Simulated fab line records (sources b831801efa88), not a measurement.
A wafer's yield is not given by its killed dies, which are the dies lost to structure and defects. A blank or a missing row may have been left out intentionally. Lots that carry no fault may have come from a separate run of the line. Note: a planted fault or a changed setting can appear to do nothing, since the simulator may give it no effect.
Matching of chambers :: flow gf180mcu :: cmp-01 running GF_CONTACT_CMP_04: 4 sister chambers
The step polishes SiO2. 4 wafers are shown with their chamber, then 8 later ones without.

## WAFERS PAIRED WITH THEIR CHAMBERS
wafer: L794.5
chamber: 2
motor-current-A (A): 11.7

wafer: L802.3
chamber: 1
motor-current-A (A): 10.6

wafer: L802.4
chamber: 3
motor-current-A (A): 10.4

wafer: L806.1
chamber: 0
motor-current-A (A): 13.6

## WAFERS WITH NO CHAMBER GIVEN
wafer: L806.3
motor-current-A (A): 12.7

wafer: L806.5
motor-current-A (A): 10.3

wafer: L807.1
motor-current-A (A): 12.2

wafer: L807.3
motor-current-A (A): 11.0

wafer: L807.6
motor-current-A (A): 13.0

wafer: L809.1
motor-current-A (A): 14.0

wafer: L809.2
motor-current-A (A): 10.4

wafer: L809.6
motor-current-A (A): 13.2

## WHICH CHAMBER EACH ONE RAN IN
wafer: L806.3
from the rows above: can't be placed: 0 or 2
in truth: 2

wafer: L806.5
from the rows above: can't be placed: 3 or 1
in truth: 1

wafer: L807.1
from the rows above: can't be placed: 2 or 0
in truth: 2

wafer: L807.3
from the rows above: can't be placed: 1 or 3 or 2
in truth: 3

wafer: L807.6
from the rows above: can't be placed: 0 or 2
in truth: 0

wafer: L809.1
from the rows above: 0
in truth: 0

wafer: L809.2
from the rows above: can't be placed: 3 or 1
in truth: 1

wafer: L809.6
from the rows above: 0
in truth: 0
2 of 8 placed correctly. Not placeable from these rows: 6 (in 6, the candidates include the true chamber). Number placed wrongly: 0.
How it was worked out, from the rows above alone: a wafer's distance from a chamber is the root of the sum, over the readings, of the square of ((its reading less the chamber's mean) divided by the reading's scatter). The wafer belongs to the nearest chamber; if the next one is less than 2 further off, it can't be placed. A chamber's mean is the mean of its shown wafers. The scatter (one wafer shown for each chamber): square how far every hidden wafer sits from the nearest shown wafer, average those squares and take the square root.
